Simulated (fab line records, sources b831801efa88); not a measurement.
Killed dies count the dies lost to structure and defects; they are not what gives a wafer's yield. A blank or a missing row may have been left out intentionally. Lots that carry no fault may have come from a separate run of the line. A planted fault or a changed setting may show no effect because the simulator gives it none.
Chamber matching + flow sky130 + SKY_VIA1_ETCH_15 on rieDiel-04 has 4 sister chambers
The step etches SiO2 in C4F8/O2/Ar, stops on TiN, target depth 351 nm, time 54 s. 7 wafers are shown with their chamber, then 7 later ones without.

== WAFERS WITH THEIR CHAMBER ==
| wafer  | chamber | oesProductAu (a.u.) |
|--------|---------|---------------------|
| L076.4 | 0       | 0.978               |
| L083.6 | 2       | 0.986               |
| L090.1 | 3       | 0.979               |
| L090.2 | 1       | 0.989               |
| L090.5 | 2       | 0.980               |
| L093.2 | 1       | 0.978               |
| L093.4 | 3       | 0.973               |

== WAFERS MISSING THEIR CHAMBER ==
| wafer  | oesProductAu (a.u.) |
|--------|---------------------|
| L093.6 | 0.979               |
| L097.1 | 0.982               |
| L097.5 | 0.983               |
| L097.6 | 0.978               |
| L096.1 | 0.983               |
| L096.2 | 0.970               |
| L096.5 | 0.987               |

== CHAMBER TAKEN BY EACH ==
| wafer  | from the rows above               | in truth |
|--------|-----------------------------------|----------|
| L093.6 | can't be placed: 0 or 3 or 2 or 1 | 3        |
| L097.1 | can't be placed: 2 or 1 or 0 or 3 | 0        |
| L097.5 | can't be placed: 2 or 1 or 0 or 3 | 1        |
| L097.6 | can't be placed: 0 or 3 or 2 or 1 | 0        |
| L096.1 | can't be placed: 2 or 1 or 0 or 3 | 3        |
| L096.2 | can't be placed: 3 or 0 or 2 or 1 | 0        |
| L096.5 | can't be placed: 1 or 2 or 0 or 3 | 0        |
Placed correctly: 0 of 7. Cannot be placed on the basis of these rows: 7; the candidates contain the true chamber in 7. Wrongly placed: 0.
How it was worked out, from the rows above alone: a wafer's distance from a chamber is the root of the sum, over the readings, of the square of ((its reading less the chamber's mean) divided by the reading's scatter). The wafer belongs to the nearest chamber; if the next one is less than 2 further off, it can't be placed. For every chamber, the mean is computed from those of its wafers that are shown. How the scatter is found: for the shown wafers, subtract from each reading the mean of its chamber, square and add these, divide the total by (wafers less chambers), then take the root.
